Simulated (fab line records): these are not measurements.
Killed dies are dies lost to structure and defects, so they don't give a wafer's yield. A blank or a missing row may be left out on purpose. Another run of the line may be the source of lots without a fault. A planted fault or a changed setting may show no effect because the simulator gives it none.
2 desks looking at one fault	flow gf180mcu	each desk has only its own numbers; what lay behind them comes last

== THE TOOL OWNER'S DESK: litho track-04 ==
The tool's own readings at GF_HV_LDD_COAT_02 (resist thk 1000 nm): means of the sampled wafers that have a number, for each lot that ran on this tool. A lot is out of limits, marked OUT, if its mean lies more than 4 standard deviations from the usual mean; the brackets give that distance.
Columns: A = spin speed rpm at GF_HV_LDD_COAT_02, usual 3000.0 rpm
lot	first seen here	A
L392	day 10 05:46	3000.1
L399	day 12 10:28	2999.6
L400	day 12 16:28	3003.0
L411	day 16 06:46	3654.1 (+99 or more) OUT
L412	day 16 08:01	3652.4 (+99 or more) OUT
This desk finds L411, L412 out of limits, L411 being first, at day 16 06:46 (spin speed rpm at GF_HV_LDD_COAT_02). In limits: L392, L399, L400.

== THE METROLOGY DESK ==
Means of the sampled wafers that have a number, per lot and without regard to the tool the lot ran on: this is what the gauges read. A lot is out of limits, marked OUT, if its mean lies more than 4 standard deviations from the usual mean; the brackets give that distance.
Columns: A = MVPSD_RS at GF_VT_IMPLANT_RS_MEAS_49, usual 1156.6 ohm/sq; B = cd nm at GF_HV_LDD_CD_MEAS_07, usual 399.9 nm
lot	first seen here	A	B
L390	day 7 13:38	1155.4	400.1
L391	day 7 19:41	1153.5	398.4
L392	day 8 02:41	1156.3	400.2
L399	day 10 03:10	1153.4	400.0
L400	day 10 09:37	1159.4	401.1
L401	day 10 12:14	1157.1	400.7
L402	day 10 20:31	1158.5	399.3
L403	day 11 03:02	1157.4	397.5
L411	day 13 18:26	1154.2	409.9 (+4.6) OUT
L412	day 13 18:34	1156.9	413.3 (+6.1) OUT
L413	day 13 23:41	1154.3	397.1
This desk finds L411, L412 out of limits, L411 being first, at day 16 18:19 (cd nm at GF_HV_LDD_CD_MEAS_07). In limits: L390, L391, L392, L399, L400, L401, L402, L403, L413.

== ALL TOGETHER ==
The tool owner's desk could have raised an alarm at day 16 06:46, on L411, L412.
The metrology desk could have raised an alarm at day 16 18:19, on L411, L412.
Of the lots named, all ran GF_HV_LDD_COAT_02 on litho track-04.

== WHAT WAS PUT IN BY THE SIMULATOR ==
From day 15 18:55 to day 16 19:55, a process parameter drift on litho track-04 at GF_HV_LDD_COAT_02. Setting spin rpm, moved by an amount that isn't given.
Shown lots that were struck: L411, L412.
Time in hours from fault onset to the first out-of-limits reading at each desk: tool owner's desk 12, metrology desk 23.
